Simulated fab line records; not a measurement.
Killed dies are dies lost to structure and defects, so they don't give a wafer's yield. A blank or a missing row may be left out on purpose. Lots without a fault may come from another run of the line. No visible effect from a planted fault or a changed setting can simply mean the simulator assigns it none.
fab line records -- flow sky130
record: lots: 13, wafers: 39, last_day: 50
route steps=708 shown LI_CONTACT@378 METAL2@485 VIA2@519 METAL5@662 PAD_OPEN@708
lots that met no fault: taken from a fault-free run of the same line
start_h: the number of hours between the record's first day and the start of the first shown wafer of the lot -- wait_h: hours from the lot's prior step to this one -- " repeats the value in the row above -- L1.1+2: a row that stands for several wafers -- - either no value or no given start -- * or withheld: withheld -- < > ~ a bound
route shown NAME@n: names a module that has steps shown in the file, with the first one's number in the route -- usual: mean and standard deviation over wafers with no fault -- same: alike in all rows -- chamber/n: place in a boat -- sites: the reading at each site -- _std_site: the standard deviation of these -- _edge_site: the outer-site mean with the inner-site mean subtracted -- radius_mm: how far each site lies from the wafer's centre -- mask NAME#n: copy n -- behind: the last tool/chamber to shape the wafer -- hold: why the lot was held/for how many hours/how that ended -- device: transistor that didn't switch, given as n, p or np -- end of line: the route-end tests of the same wafers -- step lacking rows: just its recipe -- killed: dies that structure and defects cost at the first sort, which is not the same as the wafer's yield -- map: dies across one wafer; x = killed, . = not, _ = none there
set.NAME: setting as actually run; set.NAME@STEP: the setting as run at that earlier step -- model.NAME: the simulator's own value behind a step, which no gauge read
route steps across a sampled set of lots; one table per step, one row per wafer
services: the hour from which a tool's chamber was out of use, counted from the record's first day as start_h (under 0 if before that day), plus the number of hours and why
== steps ==
step: SKY_LI_CONTACT_STRIP_16
recipe: chemistry: O2/N2, power_w: 1400, pressure_mtorr: 1500, platen_temp_c: withheld, o2_flow_sccm: 3000, n2_flow_sccm: 300, overash_fraction: 0.5
usual: drypump_motor_current_A: 5.6/0.43, n2_flow_sccm: 300.0/0.92, o2_flow_sccm: 2999/8.7, oes_product_au: 0.376/0.0045, strip_time_to_endpoint_s: 3.488/0.028
lot.wafer,tool,chamber,start_h,wait_h,drypump_motor_current_A,n2_flow_sccm,o2_flow_sccm,oes_product_au,rf_hours_counter_h,strip_time_to_endpoint_s
L313.2,plasma_asher-04,0,690.52,-,5.9,300.5,2993,0.378,89,3.458
L313.5,plasma_asher-04,0,690.52,-,5.9,300.7,2993,0.380,-,3.460
L313.6,plasma_asher-04,1,690.52,-,4.9,300.8,3016,0.371,-,3.475
L315.2,plasma_asher-04,0,700.44,-,5.9,299.4,3005,0.378,90,3.534
L315.3,plasma_asher-04,1,700.44,-,5.0,301.5,3007,0.376,-,3.507
L315.5,plasma_asher-04,0,700.44,-,5.9,300.7,2997,0.369,-,3.509
L316.2,plasma_asher-04,0,711.74,-,5.9,300.1,2997,0.378,91,3.460
L316.4,plasma_asher-04,0,711.74,-,5.9,302.0,3007,0.377,-,3.502
L316.6,plasma_asher-04,1,711.74,-,5.0,299.2,2996,0.380,-,3.450
L317.1,plasma_asher-04,0,712.89,-,5.9,300.6,3009,0.373,91,3.512
L317.3,plasma_asher-04,0,712.89,-,5.9,300.8,2999,0.372,-,3.503
L317.6,plasma_asher-04,1,712.89,-,5.0,300.3,2996,0.374,-,3.500
L318.1,plasma_asher-02,0,723.69,-,6.3,298.5,3003,0.379,27,3.532
L318.2,plasma_asher-02,1,723.69,-,5.5,302.0,2997,0.377,27,3.460
L318.5,plasma_asher-02,1,723.69,-,5.5,300.7,3007,0.379,-,3.502
L319.1,plasma_asher-04,1,750.67,-,5.0,300.3,3003,0.381,96,3.546
L319.2,plasma_asher-04,0,750.67,-,5.8,300.4,2985,0.372,96,3.459
L319.6,plasma_asher-04,1,750.67,-,5.0,299.7,2990,0.381,-,3.497
L326.1,plasma_asher-03,0,799.12,-,5.9,300.2,3007,0.376,67,3.485
L326.5,plasma_asher-03,0,799.12,-,5.9,298.9,3007,0.371,-,3.493
L326.6,plasma_asher-03,1,799.12,-,5.6,299.6,2989,0.377,-,3.492
L327.1,plasma_asher-04,1,807.29,-,5.0,300.2,2991,0.375,101,3.472
L327.2,plasma_asher-04,0,807.29,-,5.9,300.1,3007,0.377,101,3.467
L327.6,plasma_asher-04,1,807.29,-,5.0,299.9,2994,0.374,-,3.486
L328.1,plasma_asher-04,0,824.46,-,5.9,300.7,3000,0.376,103,3.494
L328.4,plasma_asher-04,1,824.46,-,5.0,298.1,3007,0.375,-,3.523
L328.6,plasma_asher-04,0,824.46,-,5.9,300.6,3003,0.377,-,3.468
L331.1,plasma_asher-03,0,831.14,-,5.9,300.1,3000,0.375,70,3.484
L331.3,plasma_asher-03,1,831.14,-,5.6,300.2,2994,0.375,-,3.489
L331.5,plasma_asher-03,1,831.14,-,5.7,299.5,2983,0.377,-,3.488
L330.3,plasma_asher-03,0,835.93,-,5.9,299.4,3007,0.375,-,3.444
L330.4,plasma_asher-03,1,835.93,-,5.7,299.2,2998,0.377,-,3.491
L330.5,plasma_asher-03,1,835.93,-,5.7,298.4,3008,0.374,-,3.439
L333.3,plasma_asher-03,0,842.29,-,5.9,301.2,2996,0.376,-,3.479
L333.4,plasma_asher-03,1,842.29,-,5.7,301.2,2990,0.373,-,3.498
L333.5,plasma_asher-03,0,842.29,-,5.9,300.3,3005,0.377,-,3.483
L334.2,plasma_asher-04,1,852.56,-,5.0,299.9,2990,0.379,105,3.508
L334.3,plasma_asher-04,1,852.56,-,5.0,302.1,2990,0.374,-,3.474
L334.4,plasma_asher-04,0,852.56,-,5.9,298.4,2997,0.376,-,3.489
step: SKY_METAL2_SPUTTER_02
recipe: material: AlCu, target_thk_nm: 250, power_w: 10600, time_s: 13.3, chamber_pressure_pa: 0.4
usual: throttle_valve_pct: 29.6/0.55
lot.wafer,tool,chamber,start_h,wait_h,throttle_valve_pct
L313.2,pvd_sputter-01,-,806.72,0.0,29.0
L313.5,pvd_sputter-01,-,806.72,0.0,29.4
L313.6,pvd_sputter-01,-,806.72,0.0,30.2
L315.2,pvd_sputter-03,-,815.23,0.0,29.1
L315.3,pvd_sputter-03,-,815.23,0.0,29.7
L315.5,pvd_sputter-03,-,815.23,0.0,30.6
L316.2,pvd_sputter-02,-,826.20,0.0,29.7
L316.4,pvd_sputter-02,-,826.20,0.0,29.3
L316.6,pvd_sputter-02,-,826.20,0.0,29.2
L317.1,pvd_sputter-02,-,827.69,0.0,28.5
L317.3,pvd_sputter-02,-,827.69,0.0,29.4
L317.6,pvd_sputter-02,-,827.69,0.0,29.2
L318.1,pvd_sputter-03,-,838.55,0.0,30.9
L318.2,pvd_sputter-03,-,838.55,0.0,28.9
L318.5,pvd_sputter-03,-,838.55,0.0,29.4
L319.1,pvd_sputter-01,-,863.26,0.0,29.7
L319.2,pvd_sputter-01,-,863.26,0.0,29.9
L319.6,pvd_sputter-01,-,863.26,0.0,30.1
L326.1,pvd_sputter-03,-,911.30,0.0,29.2
L326.5,pvd_sputter-03,-,911.30,0.0,29.0
L326.6,pvd_sputter-03,-,911.30,0.0,29.0
L327.1,pvd_sputter-01,-,918.95,0.0,29.9
L327.2,pvd_sputter-01,-,918.95,0.0,30.1
L327.6,pvd_sputter-01,-,918.95,0.0,30.3
L328.1,pvd_sputter-01,-,933.10,0.0,29.1
L328.4,pvd_sputter-01,-,933.10,0.0,30.0
L328.6,pvd_sputter-01,-,933.10,0.0,29.5
L331.1,pvd_sputter-01,-,940.16,0.0,28.9
L331.3,pvd_sputter-01,-,940.16,0.0,30.0
L331.5,pvd_sputter-01,-,940.16,0.0,30.2
L330.3,pvd_sputter-01,-,945.23,0.0,30.1
L330.4,pvd_sputter-01,-,945.23,0.0,29.5
L330.5,pvd_sputter-01,-,945.23,0.0,30.1
L333.3,pvd_sputter-01,-,951.39,0.0,30.1
L333.4,pvd_sputter-01,-,951.39,0.0,29.8
L333.5,pvd_sputter-01,-,951.39,0.0,30.0
L334.2,pvd_sputter-03,-,960.10,0.0,30.6
L334.3,pvd_sputter-03,-,960.10,0.0,30.0
L334.4,pvd_sputter-03,-,960.10,0.0,29.4
step: SKY_VIA2_CD_MEAS_12
recipe: target_cd_nm: 200
usual: cd_nm: 199.8/1.6
lot.wafer,tool,chamber,start_h,wait_h,cd_nm
L313.2,cd_sem-02,-,860.11,-,200.1
L313.5,cd_sem-02,-,860.11,-,201.4
L313.6,cd_sem-02,-,860.11,-,201.3
L315.2,cd_sem-02,-,868.20,-,202.7
L315.3,cd_sem-02,-,868.20,-,203.5
L315.5,cd_sem-02,-,868.20,-,202.4
L316.2,cd_sem-02,-,879.60,-,202.1
L316.4,cd_sem-02,-,879.60,-,201.5
L316.6,cd_sem-02,-,879.60,-,202.9
L317.1,cd_sem-02,-,880.93,-,200.3
L317.3,cd_sem-02,-,880.93,-,200.6
L317.6,cd_sem-02,-,880.93,-,200.7
L318.1,cd_sem-01,-,891.83,-,201.4
L318.2,cd_sem-01,-,891.83,-,200.8
L318.5,cd_sem-01,-,891.83,-,201.6
L319.1,cd_sem-01,-,916.48,-,198.5
L319.2,cd_sem-01,-,916.48,-,199.7
L319.6,cd_sem-01,-,916.48,-,198.5
L326.1,cd_sem-01,-,961.29,-,199.3
L326.5,cd_sem-01,-,961.29,-,199.8
L326.6,cd_sem-01,-,961.29,-,200.1
L327.1,cd_sem-02,-,968.54,-,198.7
L327.2,cd_sem-02,-,968.54,-,199.9
L327.6,cd_sem-02,-,968.54,-,198.4
L328.1,cd_sem-02,-,981.29,-,199.4
L328.4,cd_sem-02,-,981.29,-,198.9
L328.6,cd_sem-02,-,981.29,-,197.5
L331.1,cd_sem-01,-,989.89,-,201.2
L331.3,cd_sem-01,-,989.89,-,200.7
L331.5,cd_sem-01,-,989.89,-,200.0
L330.3,cd_sem-02,-,993.72,-,196.7
L330.4,cd_sem-02,-,993.72,-,199.2
L330.5,cd_sem-02,-,993.72,-,198.6
L333.3,cd_sem-01,-,1000.72,-,200.7
L333.4,cd_sem-01,-,1000.72,-,201.2
L333.5,cd_sem-01,-,1000.72,-,201.4
L334.2,cd_sem-01,-,1007.90,-,198.1
L334.3,cd_sem-01,-,1007.90,-,197.6
L334.4,cd_sem-01,-,1007.90,-,197.8
step: SKY_METAL5_SPUTTER_01
recipe: material: TiN, target_thk_nm: 20, power_w: 6500, time_s: 16.7, chamber_pressure_pa: 0.4
usual: throttle_valve_pct: 29.7/0.57
lot.wafer,tool,chamber,start_h,wait_h,throttle_valve_pct
L313.2,pvd_sputter-03,-,1016.32,0.0,29.5
L313.5,pvd_sputter-03,-,1016.32,0.0,29.8
L313.6,pvd_sputter-03,-,1016.32,0.0,30.5
L315.2,pvd_sputter-02,-,1021.83,0.0,29.4
L315.3,pvd_sputter-02,-,1021.83,0.0,28.7
L315.5,pvd_sputter-02,-,1021.83,0.0,29.3
L316.2,pvd_sputter-03,-,1032.76,0.0,29.2
L316.4,pvd_sputter-03,-,1032.76,0.0,29.9
L316.6,pvd_sputter-03,-,1032.76,0.0,29.4
L317.1,pvd_sputter-01,-,1033.33,0.0,29.8
L317.3,pvd_sputter-01,-,1033.33,0.0,30.0
L317.6,pvd_sputter-01,-,1033.33,0.0,29.6
L318.1,pvd_sputter-03,-,1042.00,0.0,30.7
L318.2,pvd_sputter-03,-,1042.00,0.0,29.1
L318.5,pvd_sputter-03,-,1042.00,0.0,29.8
L319.1,pvd_sputter-01,-,1064.91,0.0,29.2
L319.2,pvd_sputter-01,-,1064.91,0.0,29.6
L319.6,pvd_sputter-01,-,1064.91,0.0,30.0
L326.1,pvd_sputter-01,-,1101.17,0.0,29.1
L326.5,pvd_sputter-01,-,1101.17,0.0,30.1
L326.6,pvd_sputter-01,-,1101.17,0.0,29.0
L327.1,pvd_sputter-02,-,1106.77,0.0,29.3
L327.2,pvd_sputter-02,-,1106.77,0.0,29.4
L327.6,pvd_sputter-02,-,1106.77,0.0,29.4
L328.1,pvd_sputter-01,-,1120.28,0.0,30.1
L328.4,pvd_sputter-01,-,1120.28,0.0,30.2
L328.6,pvd_sputter-01,-,1120.28,0.0,28.9
L331.1,pvd_sputter-03,-,1126.48,0.0,30.9
L331.3,pvd_sputter-03,-,1126.48,0.0,29.3
L331.5,pvd_sputter-03,-,1126.48,0.0,29.7
L330.3,pvd_sputter-03,-,1129.85,0.0,29.3
L330.4,pvd_sputter-03,-,1129.85,0.0,29.1
L330.5,pvd_sputter-03,-,1129.85,0.0,30.6
L333.3,pvd_sputter-03,-,1136.71,0.0,29.0
L333.4,pvd_sputter-03,-,1136.71,0.0,30.5
L333.5,pvd_sputter-03,-,1136.71,0.0,29.9
L334.2,pvd_sputter-03,-,1140.70,0.0,29.9
L334.3,pvd_sputter-03,-,1140.70,0.0,29.1
L334.4,pvd_sputter-03,-,1140.70,0.0,30.8
step: SKY_PAD_OPEN_PROBE_99
usual: killed_at_M0_to_M3: 44/6.9, killed_at_M4_up: 3.3/1.7, killed_at_contacts: 24/4.7, killed_at_front_end: 15/4.5, killed_at_other: 0.2/0.49, killed_dies: 86/8.4, killed_open: 47/6.5, killed_short: 39/6
same: gross_dies: 492, killed_at_back_side: 0
lot.wafer,tool,chamber,start_h,wait_h,killed_at_M0_to_M3,killed_at_M4_up,killed_at_contacts,killed_at_front_end,killed_at_other,killed_dies,killed_open,killed_short
L317.1,prober-02,-,1101.68,0.1,30,6,60,14,0,110,35,38
L317.3,prober-02,-,1101.78,0.2,41,1,60,18,0,120,40,40
L317.6,prober-02,-,1101.93,0.2,36,5,27,10,0,78,48,30
L319.1,prober-01,-,1129.34,0.1,37,2,31,15,1,86,54,32
L319.2,prober-01,-,1129.39,0.1,34,1,55,23,1,114,37,39
L319.6,prober-01,-,1129.59,0.2,41,4,16,16,0,77,36,41
killed by level:class
L317.1 LI_CONTACT:unspecified=37 LI_CONTACT:geometric_particle:open=7 CONTACT:geometric_particle:open=7 VIA1:geometric_particle:short=6 FIELD_ISO:geometric_particle:short=4 METAL1:geometric_particle:short=4 LOCAL_INTERCONNECT:geometric_particle:short=4 VIA2:geometric_particle:short=4
L317.3 LI_CONTACT:unspecified=40 CONTACT:geometric_particle:open=7 METAL1:geometric_particle:short=6 VIA1:geometric_particle:open=6 VIA2:geometric_particle:open=6 VIA3:geometric_particle:open=6 LI_CONTACT:geometric_particle:short=5 VIA3:geometric_particle:short=5
L317.6 LI_CONTACT:geometric_particle:open=9 VIA2:geometric_particle:open=9 CONTACT:geometric_particle:open=8 VIA3:geometric_particle:open=7 LOCAL_INTERCONNECT:geometric_particle:short=5 VIA1:geometric_particle:short=4 VIA1:geometric_particle:open=4 METAL3:geometric_particle:short=4
L319.1 CONTACT:geometric_particle:open=14 LI_CONTACT:geometric_particle:open=9 VIA1:geometric_particle:open=9 POLY_GATE:geometric_particle:open=6 LI_CONTACT:geometric_particle:short=5 METAL1:geometric_particle:short=5 METAL3:geometric_particle:short=4 METAL2:geometric_particle:short=4
L319.2 LI_CONTACT:unspecified=38 FIELD_ISO:geometric_particle:open=8 FIELD_ISO:geometric_particle:short=8 VIA1:geometric_particle:open=8 METAL1:geometric_particle:short=7 METAL2:geometric_particle:short=5 VIA2:geometric_particle:open=5 LI_CONTACT:geometric_particle:open=4
L319.6 VIA1:geometric_particle:open=9 CONTACT:geometric_particle:short=5 CONTACT:geometric_particle:open=5 METAL1:geometric_particle:short=5 VIA3:geometric_particle:open=5 METAL2:geometric_particle:short=5 FIELD_ISO:geometric_particle:short=4 POLY_GATE:geometric_particle:open=4
== services ==
tool,chamber,start_h,hours,kind
pvd_sputter-01,2,675.80,-,consumable_replace:kit
pvd_sputter-01,2,675.80,18.0,scheduled_down
plasma_asher-03,-,691.11,0.6,repair
plasma_asher-02,-,704.44,0.4,repair
pvd_sputter-03,-,710.50,0.7,repair
plasma_asher-03,-,714.25,14.6,pm
pvd_sputter-02,-,716.50,4.4,repair
plasma_asher-03,-,730.17,1.0,repair
plasma_asher-03,-,749.54,1.2,repair
plasma_asher-03,-,778.02,0.7,repair
pvd_sputter-03,-,848.06,4.5,repair
pvd_sputter-03,-,868.07,4.1,repair
plasma_asher-02,-,967.12,12.5,repair
pvd_sputter-01,-,974.42,0.8,repair
plasma_asher-02,-,979.59,2.8,pm
plasma_asher-02,-,1009.30,3.3,repair
plasma_asher-03,-,1048.70,0.7,repair
plasma_asher-03,-,1052.56,2.0,repair
plasma_asher-04,-,1055.25,9.0,pm
pvd_sputter-03,-,1097.06,10.1,repair
plasma_asher-02,-,1102.52,1.6,repair
plasma_asher-04,-,1110.06,2.8,pm
pvd_sputter-02,-,1124.57,3.7,repair
plasma_asher-03,-,1129.10,1.5,repair
== key ==
first_sign: step: SKY_PAD_OPEN_PROBE_99, reading: killed_at_contacts, direction: up, sigmas: 7.3, usual: 24, struck: 58
effect: step: SKY_PAD_OPEN_PROBE_99, reading: killed_dies, direction: up, sigmas: 3.4, usual: 86, struck: 115
met_at SKY_LI_CONTACT_STRIP_16
struck_lots L317,L319
struck_wafers L317.1,L317.3,L319.2
tester_left_out L317,L319
not_acting_at SKY_METAL2_SPUTTER_02,SKY_VIA2_CD_MEAS_12,SKY_METAL5_SPUTTER_01
onset_between 711.74 712.89
fault: kind: chamber_particle_source, tool: plasma_asher-04, chamber: 0, onset_h: 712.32, steps: SKY_LI_CONTACT_STRIP_16, rate_per_visit_cm2: 0.59707, end_h: 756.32
tester_left_out: of these lots the tester's yield and bins aren't shown, on N5 and GAA mostly nor the transistor test; their killed dies are dies lost to structure and defects alone, not to doping, threshold or leakage, so they don't give the yield
